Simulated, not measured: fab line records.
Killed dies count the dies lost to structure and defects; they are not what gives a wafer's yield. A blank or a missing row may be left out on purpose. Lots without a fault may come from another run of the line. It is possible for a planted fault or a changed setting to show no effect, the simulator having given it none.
2 desks, one fault    flow gf180mcu    each desk has only its own numbers; what lay behind them comes last

DESK OF THE TOOL OWNER: implanter-02
The tool's own readings at GF_VT_IMPLANT_IMPLANT_30, given as means over the sampled wafers that have a number, one for each lot that went through this tool. If a lot's mean is further than 4 standard deviations from the usual mean, the lot is out of limits and carries the mark OUT (the distance appears in the brackets).
Columns: A = dose_ions_cm2 at GF_VT_IMPLANT_IMPLANT_30, usual 2.534e+12; B = faraday_current_uA at GF_VT_IMPLANT_IMPLANT_30, usual 14.2
lot   first seen here  A                            B
L436  day 7 08:28      2.538e+12                    14.2
L437  day 7 11:25      2.534e+12                    14.2
L438  day 7 20:02      2.537e+12                    14.1
L439  day 8 00:16      4.327e+12 (+99 or more) OUT  24.9 (+32) OUT
L442  day 8 20:24      4.327e+12 (+99 or more) OUT  24.5 (+31) OUT
L452  day 11 12:28     2.534e+12                    14.1
This desk's finding: out of limits on L439, L442; first on L439, day 8 00:16 (dose_ions_cm2 at GF_VT_IMPLANT_IMPLANT_30). L436, L437, L438, L452 stayed within limits.

METROLOGY DESK
Means of the sampled wafers that have a number, per lot and without regard to the tool the lot ran on: this is what the gauges read. If a lot's mean is further than 4 standard deviations from the usual mean, the lot is out of limits and carries the mark OUT (the distance appears in the brackets).
Columns: A = VT_IMPLANT_3_TW at GF_VT_IMPLANT_TW_MEAS_32, usual 269.0; B = DUAL_GATE_OXIDATION_00_THK at GF_DUAL_GATE_THK_MEAS_03, usual 10.88 nm; C = DUAL_GATE_OVL at GF_DUAL_GATE_OVL_MEAS_11, usual -1.8 nm
lot   first seen here  A                B      C
L435  day 6 18:45      269.5            10.81  -2.4
L436  day 7 08:41      271.1            10.31  -2.5
L437  day 7 11:40      271.2            10.67  -1.8
L438  day 7 20:16      269.9            10.94  0.6
L439  day 8 00:31      315.4 (+36) OUT  11.11  -1.3
L442  day 8 20:39      315.3 (+36) OUT  10.87  -2.2
L449  day 10 15:13     267.9            10.86  -1.5
L451  day 11 05:48     269.1            11.30  -1.6
L452  day 11 12:43     269.3            10.82  -1.1
L453  day 12 00:49     269.1            10.66  -2.7
L454  day 12 06:00     270.3            10.98  -2.9
L455  day 12 08:12     267.2            11.25  -1.3
L457  day 12 20:38     269.3            10.81  -2.5
This desk's result: L439, L442 out of limits, first on L439 (VT_IMPLANT_3_TW at GF_VT_IMPLANT_TW_MEAS_32), day 8 00:31. L435, L436, L437, L438, L449, L451, L452, L453, L454, L455, L457 stayed within limits.

PUT TOGETHER
The tool owner's desk could have raised an alarm at day 8 00:16, on L439, L442.
At day 8 00:31 the metrology desk could have sounded an alarm, on L439, L442.
On implanter-02, each named lot ran GF_VT_IMPLANT_IMPLANT_30.

WHAT HAD BEEN PUT IN BY THE SIMULATOR
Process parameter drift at GF_VT_IMPLANT_IMPLANT_30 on implanter-02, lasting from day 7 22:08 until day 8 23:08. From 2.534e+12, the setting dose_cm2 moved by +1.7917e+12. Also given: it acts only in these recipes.
Struck lots among those shown: L439, L442.
Hours from the fault's start to each desk's first reading out of limits: the tool owner's desk, 2; the metrology desk, 2.
